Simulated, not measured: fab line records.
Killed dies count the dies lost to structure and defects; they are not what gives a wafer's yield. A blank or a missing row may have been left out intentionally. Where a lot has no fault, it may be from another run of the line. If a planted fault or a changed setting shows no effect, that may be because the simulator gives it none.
The same fault as seen by 2 desks || flow sky130 || what lay behind the numbers comes last; until then each desk has only its own

== METROLOGY DESK ==
Lot by lot, what the gauges showed, no matter which tool ran the lot: averages of those sampled wafers that carry a number. Any lot whose mean is over 4 standard deviations away from the usual mean is out of limits and marked OUT; that distance is given in the brackets.
Columns: A = VIA3_W_RS at SKY_VIA3_RS_MEAS_22, usual 0.296 ohm/sq; B = VIA3_W_THK at SKY_VIA3_THK_MEAS_23, usual 391 nm
{"lot": "L862", "first seen here": "day 39 21:41", "A": 0.291, "B": 400}
{"lot": "L870", "first seen here": "day 42 20:05", "A": 0.293, "B": 399}
{"lot": "L872", "first seen here": "day 43 08:15", "A": 0.298, "B": 388}
{"lot": "L873", "first seen here": "day 44 00:48", "A": 0.294, "B": 395}
{"lot": "L878", "first seen here": "day 44 22:32", "A": 0.299, "B": 389}
{"lot": "L883", "first seen here": "day 45 20:58", "A": 0.298, "B": 391}
This desk's finding: nothing out of limits on any of the 6 lots.

== THE TOOL OWNER'S DESK: pvd_sputter-04 ==
The tool's own readings at SKY_METAL4_SPUTTER_03 (material Ti, target thk 5 nm, time 3.3 s): means of the sampled wafers that have a number, for each lot that ran on this tool. Any lot whose mean is over 4 standard deviations away from the usual mean is out of limits and marked OUT; that distance is given in the brackets.
Columns: A = throttle_valve_pct at SKY_METAL4_SPUTTER_03, usual 29.8 %
{"lot": "L862", "first seen here": "day 39 22:37", "A": 30.1}
{"lot": "L872", "first seen here": "day 43 08:47", "A": 30.1}
{"lot": "L873", "first seen here": "day 44 01:29", "A": 28.5}
This desk's finding: nothing out of limits on any of the 3 lots.

== PUT TOGETHER ==
At the metrology desk, nothing out of limits was observed.
Nothing out of limits was seen by the tool owner's desk.

== WHAT WAS PUT IN BY THE SIMULATOR ==
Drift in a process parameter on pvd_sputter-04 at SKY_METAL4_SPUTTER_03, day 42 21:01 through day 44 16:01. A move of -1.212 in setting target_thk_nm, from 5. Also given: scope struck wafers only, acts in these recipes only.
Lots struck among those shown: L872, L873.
